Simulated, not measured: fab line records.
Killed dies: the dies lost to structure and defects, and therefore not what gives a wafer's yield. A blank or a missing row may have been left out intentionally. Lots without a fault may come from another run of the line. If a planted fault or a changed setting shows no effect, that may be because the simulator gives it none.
Lot-split experiment | flow gf180mcu | 23 wafers read from 5 lots, route of 602 steps

THE SPLIT ITSELF
At GF_HV_LDD_EXPOSE_04 (exposes mask Nplus LV AREA, target cd 400 nm), the setting doseMj was moved away from the recipe's 140 on 8 of the 23 wafers read, by -4.2% to +7.0%. For the rest of the wafers, this setting stayed at what the recipe calls for.

THE PATH FROM SPLIT TO READING: the file shows 1 step between them
- GF_HV_LDD_DEVELOP_06: develop time 60 s (also split here: devTempC)

THE READING
cdNm (nm) at GF_HV_LDD_CD_MEAS_07, where the cd target is 400 nm. On this fab line, fault-free wafers typically give 399.5 nm with a standard deviation of 2 nm.

wafer  | tool, chamber at the split | doseMj as run | against the recipe | cdNm, nm | against lot-mates on the recipe
L074.2 | ilineStepper-01, 0         | 134.1         | -4.2%              | 386.6    | -8.2
L074.3 | ilineStepper-01, 0         | 140           | recipe             | 392.3    | -
L074.4 | ilineStepper-01, 0         | 134.1         | -4.2%              | 387.1    | -7.8
L074.5 | ilineStepper-01, 0         | 140           | recipe             | 397.4    | -
L074.6 | ilineStepper-01, 0         | 134.1         | -4.2%              | 380.1    | -14.8
L075.1 | ilineStepper-01, 0         | 149.8         | +7.0%              | 414.6    | +16.7
L075.2 | ilineStepper-01, 0         | 140           | recipe             | 400.5    | -
L075.3 | ilineStepper-01, 0         | 149.8         | +7.0%              | 418.9    | +21.0
L075.4 | ilineStepper-01, 0         | 140           | recipe             | 395.3    | -
L075.5 | ilineStepper-01, 0         | 149.8         | +7.0%              | 420.0    | +22.1
L076.2 | ilineStepper-01, 0         | 140           | recipe             | 399.1    | -
L076.5 | ilineStepper-01, 0         | 140           | recipe             | 401.2    | -
L076.6 | ilineStepper-01, 0         | 140           | recipe             | 399.9    | -
L080.1 | ilineStepper-01, 0         | 140           | recipe             | 407.5    | -
L080.2 | ilineStepper-01, 0         | 140           | recipe             | 407.4    | -
L080.3 | ilineStepper-01, 0         | 140           | recipe             | 402.6    | -
L080.4 | ilineStepper-01, 0         | 140           | recipe             | 401.2    | -
L080.5 | ilineStepper-01, 0         | 140           | recipe             | 402.8    | -
L085.1 | ilineStepper-01, 0         | 140           | recipe             | 398.5    | -
L085.2 | ilineStepper-01, 0         | 140           | recipe             | 401.7    | -
L085.4 | ilineStepper-01, 0         | 149.7         | +6.9%              | 422.5    | +23.8
L085.5 | ilineStepper-01, 0         | 140           | recipe             | 395.8    | -
L085.6 | ilineStepper-01, 0         | 149.7         | +6.9%              | 416.0    | +17.3

FIT RESULTS
A straight line over all 23 wafers: cdNm changes by +2.87 nm for each +1% of doseMj; r = +0.93; the points scatter about the line by 4.1 nm.
The same after taking each lot's own level away (the mean of its wafers on the recipe; 23 wafers): +2.79 nm for each +1%; r = +0.97; scatter 2.7 nm.
Per that fit: largest doseMj move, reading shift of 19 nm.
Measured against the standard deviation above, the lots' own levels, which go from 394.85 to 404.30 nm, span 4.7 times it.
Consequently the slope shifts little with the lot-to-lot level, the two slopes agreeing.
Check: with one of the wafers moved furthest among these (+7.0%) left out of the fit, the line predicts +20.5 nm for it against its lot-mates. Against them it came out at +16.7 nm.

OTHER SPLITS ON THESE WAFERS
Other splits were also applied to these wafers ahead of the reading. Each is held against what the fit with the lots' levels taken away leaves over:
other split on the same wafers    | wafers away from the commonest value | r with cdNm (lot level and that fit taken away)
GF_MVPSD_IMPLANT_09 doseCm2       | 6                                    | +0.29
GF_VT_IMPLANT_IMPLANT_19 doseCm2  | 4                                    | -0.07
GF_VT_IMPLANT_STRIP_31 o2FlowSccm | 7                                    | +0.17
GF_VT_IMPLANT_SOFTBAKE_36 tempC   | 12                                   | +0.36
GF_DUAL_GATE_COAT_06 resistThkNm  | 5                                    | +0.12
GF_DUAL_GATE_DEVELOP_10 devTempC  | 7                                    | +0.20
GF_HV_LDD_DEVELOP_06 devTempC     | 8                                    | -0.70

THE FILE'S OWN FIT
cdNm changes by +2.84 nm for each +1% of doseMj, r = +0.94.
